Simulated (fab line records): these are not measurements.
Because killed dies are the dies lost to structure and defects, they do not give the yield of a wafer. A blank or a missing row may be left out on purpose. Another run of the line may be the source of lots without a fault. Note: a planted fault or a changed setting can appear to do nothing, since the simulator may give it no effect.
What tool caused it? + flow gf180mcu + 18 wafers from 6 lots sampled at 2 of the route's 602 steps

## WHAT THE GAUGES SHOWED, per wafer
GF_VT_IMPLANT_OVL_MEAS_29.
| lot  | measured     | on         | VT_IMPLANT_02_OVL (nm) |
|------|--------------|------------|------------------------|
| L691 | day 7 18:41  | overlay-01 | 0.0 -1.9 -1.1          |
| L692 | day 7 20:20  | overlay-01 | -4.0 -1.2 -3.1         |
| L695 | day 8 10:17  | overlay-02 | 1.1 -1.3 1.7           |
| L705 | day 11 03:35 | overlay-01 | -3.9 -3.9 -4.9         |
| L709 | day 12 05:48 | overlay-01 | -1.0 0.8 1.7           |
| L711 | day 12 18:26 | overlay-02 | 0.7 0.1 -0.4           |

## WHAT TOOL EACH LOT RAN ON (gives the tool, then ch and the chambers of the sampled wafers, and finally the start)
| lot  | GF_DNWELL_EXPOSE_04                |
|------|------------------------------------|
| L691 | iline-stepper-01 ch 0, day 3 08:26 |
| L692 | iline-stepper-01 ch 0, day 3 08:55 |
| L695 | iline-stepper-02 ch 0, day 3 19:38 |
| L705 | iline-stepper-01 ch 0, day 6 00:37 |
| L709 | iline-stepper-01 ch 0, day 6 21:10 |
| L711 | iline-stepper-01 ch 0, day 7 07:17 |
- GF_DNWELL_EXPOSE_04: exposes mask DNWELL, target cd 1700 nm.

## THE ANSWER, worked out from the rows above alone
Rule: what is usual is taken from the lots themselves. Put in order of their means at a reading, lots are off if they are a third of the lots or fewer, leave a main group of 4 or more, and stand apart from it by a gap of 3 or more times the standard deviation of the main group's means; of several such gaps the widest counts. Not used: any main group whose means are identical at the precision the tables above print for the reading. A lot without any number at a reading at which 4 lots or more have one is off too. Where the step has rows for the other lots, those lots are counted as sound.
Nothing can be told from this: no lot is off at any reading shown.

## WHAT THE SIMULATOR HAD INSERTED
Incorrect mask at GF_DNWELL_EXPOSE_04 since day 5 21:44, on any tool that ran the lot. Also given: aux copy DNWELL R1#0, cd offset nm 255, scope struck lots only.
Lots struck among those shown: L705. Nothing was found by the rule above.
